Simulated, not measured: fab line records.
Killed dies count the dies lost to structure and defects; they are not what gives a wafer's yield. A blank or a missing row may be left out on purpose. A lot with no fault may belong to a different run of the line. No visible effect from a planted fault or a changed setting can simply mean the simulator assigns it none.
fab line records    flow sky130
record: lots: 11  wafers: 33  lastDay: 50
route steps=708 shown VT_ADJUST_PCH@152 SONOS_TUNNEL@162 SONOS_ONO@168 PAD_OPEN@708
lots untouched by any fault: they come from a run of this same line in which no faults occurred
startH: start of the lot's first displayed wafer, in hours after the record's first day    waitH: how many hours have passed since the lot's step before this one    " same as the row above    L1.1+2: one row covering several wafers at once    - either no value or no given start    * or withheld: withheld    < > ~ a bound
route shown NAME@n: names a module that has steps shown in the file, with the first one's number in the route    usual: average and standard deviation across the fault-free wafers    same: alike in all rows    chamber/n: place in a boat    sites: each site's reading    _std_site: standard deviation of those values    _edge_site: mean of outer sites minus mean of inner sites    radiusMm: for every site, how far away it sits from the centre of the wafer    mask NAME#n: copy n    behind: the most recent tool/chamber to have shaped the wafer    hold: cause of the lot's hold/its duration in hours/its outcome    device: the n, p or np transistor that did not switch    end of line: the tests these same wafers got at the end of their route    a step given without rows: its recipe and nothing more    killed: the dies lost at the first sort to structure and to defects; this is not the yield of the wafer    map: the dies of a wafer, with x for killed, . for not killed, _ for no die there
set.NAME: the setting the step ran with; set.NAME@STEP: the setting that earlier step ran with    model.NAME: the simulator's own value behind a step, which no gauge read
steps of the route over a sample of lots; a table a step, a row a wafer
services: the hour from which a tool's chamber was out of use, counted from the record's first day as startH (under 0 if before that day), plus the number of hours and why
== steps ==
step: SKY_VT_ADJUST_PCH_STRIP_09
recipe: chemistry: O2/N2  powerW: 1400  pressureMtorr: 1500  platenTempC: withheld  o2FlowSccm: 3000  n2FlowSccm: 300  overashFraction: 0.5
usual: drypumpMotorCurrentA: 5.7/0.55  oesProductAu: 0.722/0.0049  stripTimeToEndpointS: 36.94/0.096
lot.wafer  tool            chamber  startH  waitH  drypumpMotorCurrentA  oesProductAu  rfHoursCounterH  stripTimeToEndpointS
L496.2     plasmaAsher-02  1        228.73  0.1    5.4                   0.718         54               36.92
L496.4     "               1        "       "      5.4                   0.714         -                36.96
L496.5     "               1        "       "      5.4                   0.726         -                37.06
L499.2     plasmaAsher-02  1        248.29  0.1    5.5                   0.718         56               36.93
L499.3     "               1        "       "      5.4                   0.729         -                36.89
L499.5     "               0        "       "      6.4                   0.727         -                37.08
L502.1     plasmaAsher-02  1        268.67  0.1    5.4                   0.727         58               36.93
L502.2     "               0        "       "      6.3                   0.714         58               36.95
L502.5     "               0        "       "      6.3                   0.721         -                36.83
L503.1     plasmaAsher-01  1        278.08  0.1    5.0                   0.717         59               37.05
L503.2     "               0        "       "      6.4                   0.719         59               37.08
L503.6     "               0        "       "      6.4                   0.723         -                37.09
L504.1     plasmaAsher-01  1        285.82  0.1    5.0                   0.728         60               36.92
L504.4     "               0        "       "      6.4                   0.719         -                36.91
L504.6     "               1        "       "      5.0                   0.719         -                36.97
L513.1     plasmaAsher-04  0        363.64  0.1    5.9                   0.721         56               36.79
L513.3     "               1        "       "      4.9                   0.725         -                36.81
L513.4     "               0        "       "      5.9                   0.722         -                36.78
L514.3     plasmaAsher-02  0        372.31  0.1    6.3                   0.720         -                36.87
L514.4     "               1        "       "      5.4                   0.720         -                37.01
L514.5     "               0        "       "      6.4                   0.718         -                36.99
L515.1     plasmaAsher-02  1        375.54  0.1    5.5                   0.728         69               36.88
L515.3     "               1        "       "      5.5                   0.723         -                36.74
L515.5     "               0        "       "      6.3                   0.724         -                36.95
L517.3     plasmaAsher-01  1        386.50  0.1    5.0                   0.720         -                36.99
L517.4     "               0        "       "      6.4                   0.735         -                37.07
L517.5     "               1        "       "      5.0                   0.724         -                37.00
L518.2     plasmaAsher-02  0        396.12  0.1    6.3                   0.725         71               36.91
L518.3     "               0        "       "      6.3                   0.729         -                36.99
L518.4     "               1        "       "      5.5                   0.715         -                36.91
L519.1     plasmaAsher-04  0        400.33  0.1    5.9                   0.722         60               36.90
L519.3     "               0        "       "      5.9                   0.719         -                36.87
L519.5     "               0        "       "      5.9                   0.726         -                36.99
step: SKY_SONOS_TUNNEL_OVL_MEAS_08
usual: SONOS_TUNNEL_OVL: -0.7/1.2
lot.wafer  tool        chamber  startH  waitH  SONOS_TUNNEL_OVL[nm]
L496.2     overlay-02  -        252.46  0.1    -1.1
L496.4     "           -        "       "      -0.4
L496.5     "           -        "       "      -0.9
L499.2     overlay-02  -        271.52  0.1    -1.4
L499.3     "           -        "       "      -2.1
L499.5     "           -        "       "      -2.2
L502.1     overlay-02  -        293.71  0.1    -1.1
L502.2     "           -        "       "      -0.6
L502.5     "           -        "       "      -1.1
L503.1     overlay-01  -        303.55  0.1    1.0
L503.2     "           -        "       "      0.5
L503.6     "           -        "       "      0.6
L504.1     overlay-02  -        311.50  0.1    -2.0
L504.4     "           -        "       "      0.6
L504.6     "           -        "       "      0.5
L513.1     overlay-01  -        391.41  0.1    -1.3
L513.3     "           -        "       "      -0.4
L513.4     "           -        "       "      -0.1
L514.3     overlay-02  -        400.22  0.1    -3.5
L514.4     "           -        "       "      -2.4
L514.5     "           -        "       "      -3.0
L515.1     overlay-01  -        403.61  0.1    0.1
L515.3     "           -        "       "      -3.6
L515.5     "           -        "       "      -1.3
L517.3     overlay-02  -        414.31  0.1    -0.6
L517.4     "           -        "       "      0.0
L517.5     "           -        "       "      -0.9
L518.2     overlay-01  -        424.72  0.1    -1.6
L518.3     "           -        "       "      0.4
L518.4     "           -        "       "      -0.8
L519.1     overlay-01  -        429.21  0.1    0.3
L519.3     "           -        "       "      -1.1
L519.5     "           -        "       "      -0.5
step: SKY_SONOS_ONO_OXIDATION_00
recipe: tempC: 800  ambient: O2  idleTempC: 700  rampUpCPerMin: 10  rampDownCPerMin: 3  stabiliseS: 600  purgeS: 300  targetThkA: 26  oxTimeS: 1249
usual: spikeTcBottomC: 812.7/2.9  spikeTcCentreC: 800.6/1.6  spikeTcLowerC: 801.3/1.1  spikeTcTopC: 812.2/2.7  spikeTcUpperC: 800.0/0.94  tubeCenterTempC: 800/0.07  tube_center_temp_C_max: 802.1/0.35  zonePowerBottomPct: 20.8/0.99
lot.wafer  tool        chamber  startH  waitH  spikeTcBottomC  spikeTcCentreC  spikeTcLowerC  spikeTcTopC  spikeTcUpperC  tubeCenterTempC  tube_center_temp_C_max  zonePowerBottomPct
L496.2     furnace-02  0        254.31  1.3    817.0           802.7           801.8          810.0        800.5          799.97           802.5                   21.5
L496.4     "           0        "       "      815.2           800.9           802.2          810.0        799.0          800.04           802.5                   21.7
L496.5     "           0        "       "      815.3           800.5           802.2          808.3        799.6          800.02           801.4                   21.6
L499.2     furnace-02  0        272.55  0.5    815.5           800.2           801.0          810.6        799.5          799.92           802.1                   21.8
L499.3     "           0        "       "      813.6           800.9           800.9          809.1        800.5          799.92           801.8                   21.8
L499.5     "           0        "       "      814.5           801.2           802.6          809.3        798.7          799.98           802.6                   21.4
L502.1     furnace-01  0        294.26  0.0    807.5           797.1           800.1          816.1        800.2          800.03           802.4                   19.4
L502.2     "           0        "       "      808.9           797.8           801.3          815.8        800.6          800.07           801.9                   19.6
L502.5     "           0        "       "      809.2           800.5           800.8          813.8        799.5          800.11           802.1                   19.8
L503.1     furnace-01  0        304.93  0.8    786.4           775.8           777.9          792.7        775.6          777.04           779.4                   18.6
L503.2     "           0        "       "      785.2           775.4           779.0          794.4        777.4          776.98           779.4                   18.4
L503.6     "           0        "       "      787.4           775.3           777.0          792.6        775.3          776.94           778.4                   18.5
L504.1     furnace-01  0        312.96  0.9    786.6           774.9           777.0          792.5        776.0          777.01           779.1                   18.4
L504.4     "           0        "       "      786.6           775.8           777.9          792.2        776.7          776.98           779.6                   18.4
L504.6     "           0        "       "      784.1           777.2           777.2          793.7        776.5          776.9            779.0                   18.6
L513.1     furnace-02  0        393.90  2.0    815.4           801.1           803.6          810.3        799.6          800.05           801.9                   21.7
L513.3     "           0        "       "      812.9           801.6           802.9          810.9        801.0          799.91           801.9                   21.8
L513.4     "           0        "       "      816.1           801.6           801.7          809.6        798.5          800.06           801.7                   21.7
L514.3     furnace-02  0        409.20  8.5    815.1           801.5           802.2          808.8        800.3          800.02           802.0                   21.6
L514.4     "           0        "       "      813.9           800.2           802.3          812.2        799.1          800              802.0                   21.3
L514.5     "           0        "       "      813.9           801.1           801.1          810.8        801.5          800.09           801.9                   20.8
L515.1     furnace-02  0        409.20  5.1    815.2           801.4           802.7          809.8        800.9          800              802.4                   21.7
L515.3     "           0        "       "      814.0           802.7           801.1          810.6        802.0          800.1            802.2                   21.5
L515.5     "           0        "       "      813.7           803.6           801.9          810.8        800.7          799.95           801.8                   21.2
L517.3     furnace-01  0        422.91  8.1    807.2           799.0           801.8          815.8        799.0          799.96           802.8                   19.5
L517.4     "           0        "       "      811.5           797.7           800.3          815.4        799.3          799.91           801.3                   19.6
L517.5     "           0        "       "      808.1           799.0           799.7          816.5        799.5          799.94           801.7                   19.6
L518.2     furnace-01  0        431.11  5.9    808.5           798.6           800.4          814.5        798.0          800.05           802.4                   19.5
L518.3     "           0        "       "      809.6           800.5           800.6          815.7        800.1          799.95           801.3                   19.5
L518.4     "           0        "       "      809.3           798.5           802.4          815.7        801.2          799.99           801.9                   19.5
L519.1     furnace-01  0        431.11  1.4    808.9           800.4           800.6          814.9        800.0          800.03           801.9                   19.6
L519.3     "           0        "       "      808.4           797.7           800.3          815.3        799.9          800.01           801.8                   19.4
L519.5     "           0        "       "      809.2           799.4           798.8          814.6        799.3          800.04           802.3                   19.5
step: SKY_SONOS_ONO_THK_MEAS_01
recipe: reads: SiO2_of_SONOS_ONO_OXIDATION_00
usual: SONOS_ONO_OXIDATION_THK: 2.61/0.055
lot.wafer  tool          chamber  startH  waitH  SONOS_ONO_OXIDATION_THK[nm]
L496.2     filmMetro-04  -        255.67  0.0    2.59
L496.4     "             -        "       "      2.54
L496.5     "             -        "       "      2.65
L499.2     filmMetro-03  -        273.91  0.0    2.50
L499.3     "             -        "       "      2.56
L499.5     "             -        "       "      2.56
L502.1     filmMetro-04  -        295.61  0.0    2.57
L502.2     "             -        "       "      2.60
L502.5     "             -        "       "      2.52
L503.1     filmMetro-03  -        306.28  0.0    1.88
L503.2     "             -        "       "      1.90
L503.6     "             -        "       "      1.88
L504.1     filmMetro-04  -        314.31  0.0    1.79
L504.4     "             -        "       "      1.80
L504.6     "             -        "       "      1.82
L513.1     filmMetro-04  -        395.24  0.0    2.62
L513.3     "             -        "       "      2.61
L513.4     "             -        "       "      2.62
L515.1     filmMetro-01  -        410.55  0.0    2.68
L515.3     "             -        "       "      2.60
L515.5     "             -        "       "      2.60
L514.3     filmMetro-03  -        410.57  0.0    2.62
L514.4     "             -        "       "      2.56
L514.5     "             -        "       "      2.56
L517.3     filmMetro-01  -        424.27  0.0    2.72
L517.4     "             -        "       "      2.67
L517.5     "             -        "       "      2.70
L519.1     filmMetro-04  -        432.46  0.0    2.69
L519.3     "             -        "       "      2.67
L519.5     "             -        "       "      2.65
L518.2     filmMetro-01  -        432.47  0.0    2.71
L518.3     "             -        "       "      2.59
L518.4     "             -        "       "      2.57
step: SKY_SONOS_ONO_CD_MEAS_13
recipe: targetCdNm: 410
usual: cdNm: 410.1/2.6
lot.wafer  tool      chamber  startH  waitH  cdNm
L496.2     cdSem-02  -        283.68  0.1    415.2
L496.4     "         -        "       "      416.1
L496.5     "         -        "       "      414.1
L499.2     cdSem-02  -        302.08  0.1    409.1
L499.3     "         -        "       "      407.2
L499.5     "         -        "       "      407.4
L502.1     cdSem-02  -        324.34  0.1    413.0
L502.2     "         -        "       "      411.9
L502.5     "         -        "       "      412.7
L503.1     cdSem-01  -        337.56  0.1    408.2
L503.2     "         -        "       "      406.8
L503.6     "         -        "       "      407.2
L504.1     cdSem-01  -        348.49  0.1    413.8
L504.4     "         -        "       "      414.7
L504.6     "         -        "       "      413.5
L513.1     cdSem-02  -        426.08  0.1    409.8
L513.3     "         -        "       "      405.9
L513.4     "         -        "       "      408.5
L514.3     cdSem-02  -        443.57  0.1    409.8
L514.4     "         -        "       "      410.9
L514.5     "         -        "       "      411.4
L515.1     cdSem-02  -        443.96  0.1    409.0
L515.3     "         -        "       "      409.5
L515.5     "         -        "       "      408.7
L517.3     cdSem-02  -        455.57  0.1    410.4
L517.4     "         -        "       "      409.1
L517.5     "         -        "       "      409.1
L518.2     cdSem-02  -        464.85  0.1    409.5
L518.3     "         -        "       "      412.8
L518.4     "         -        "       "      410.3
L519.1     cdSem-01  -        464.89  0.1    413.6
L519.3     "         -        "       "      414.1
L519.5     "         -        "       "      413.9
step: SKY_PAD_OPEN_PROBE_99
usual: killed_at_M0_to_M3: 44/6.9  killed_at_M4_up: 3.3/1.7  killedAtContacts: 24/4.7  killedAtFrontEnd: 15/4.5  killedAtOther: 0.2/0.49  killedDies: 86/8.4  killedOpen: 47/6.5  killedShort: 39/6
same: grossDies: 492  killedAtBackSide: 0
lot.wafer  tool       chamber  startH   waitH  killed_at_M0_to_M3  killed_at_M4_up  killedAtContacts  killedAtFrontEnd  killedAtOther  killedDies  killedOpen  killedShort
L503.1     prober-01  -        1129.34  0.1    37                  2                31                15                1              86          54          32
L503.2     prober-01  -        1129.39  0.1    37                  1                20                25                1              84          40          44
L503.6     prober-01  -        1129.59  0.2    41                  4                16                16                0              77          36          41
killed by level:class
L503.1 CONTACT:geometricParticle:open=14 LI_CONTACT:geometricParticle:open=9 VIA1:geometricParticle:open=9 POLY_GATE:geometricParticle:open=6 LI_CONTACT:geometricParticle:short=5 METAL1:geometricParticle:short=5 METAL3:geometricParticle:short=4 METAL2:geometricParticle:short=4
L503.2 VIA1:geometricParticle:open=9 FIELD_ISO:geometricParticle:open=8 FIELD_ISO:geometricParticle:short=8 METAL1:geometricParticle:short=8 METAL2:geometricParticle:short=5 CONTACT:geometricParticle:short=5 VIA2:geometricParticle:open=5 LI_CONTACT:geometricParticle:open=4
L503.6 VIA1:geometricParticle:open=9 CONTACT:geometricParticle:short=5 CONTACT:geometricParticle:open=5 METAL1:geometricParticle:short=5 VIA3:geometricParticle:open=5 METAL2:geometricParticle:short=5 FIELD_ISO:geometricParticle:short=4 POLY_GATE:geometricParticle:open=4
== services ==
tool            chamber  startH  hours  kind
furnace-01      -        221.44  4.2    pm
plasmaAsher-01  -        228.18  14.6   pm
furnace-02      -        248.33  4.6    pm
plasmaAsher-02  -        252.73  0.9    repair
plasmaAsher-01  -        271.71  2.8    pm
furnace-02      -        276.80  2.1    pm
plasmaAsher-04  -        281.48  5.6    repair
plasmaAsher-01  -        284.23  0.6    repair
plasmaAsher-01  -        308.17  28.1   pm
furnace-01      -        358.25  3.6    pm
furnace-01      -        361.86  58.1   pm
furnace-02      -        420.41  17.9   pm
plasmaAsher-02  -        421.25  9.0    pm
plasmaAsher-02  0        421.25  9.0    ventCycle
plasmaAsher-02  1        421.25  9.0    ventCycle
plasmaAsher-02  0        430.25  -      clean
plasmaAsher-02  1        430.25  -      clean
== key ==
firstSign: step: SKY_SONOS_ONO_OXIDATION_00  reading: tubeCenterTempC  direction: down  sigmas: 99+  usual: *  struck: *
effect: step: SKY_SONOS_ONO_OXIDATION_00  reading: tube_center_temp_C_max  direction: down  sigmas: 65  usual: *  struck: *
effect: step: SKY_SONOS_ONO_THK_MEAS_01  reading: SONOS_ONO_OXIDATION_THK  direction: down  sigmas: 14  usual: 2.61  struck: 1.85
metAt SKY_SONOS_ONO_OXIDATION_00
struckLots L503,L504
testerLeftOut L503,L504
notActingAt SKY_VT_ADJUST_PCH_STRIP_09,SKY_SONOS_TUNNEL_OVL_MEAS_08,SKY_SONOS_ONO_CD_MEAS_13
onsetBetween 294.26 304.93
fault: kind: processParameterDrift  tool: furnace-01  chamber: -  onsetH: 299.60  steps: SKY_SONOS_ONO_OXIDATION_00  channel: tempC  offset: *  shape: step  endH: 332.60  actsIn: *  stated: *
testerLeftOut: of these lots the tester's yield and bins aren't shown, on N5 and GAA mostly nor the transistor test; their killed dies are dies lost to structure and defects alone, not to doping, threshold or leakage, so they don't give the yield
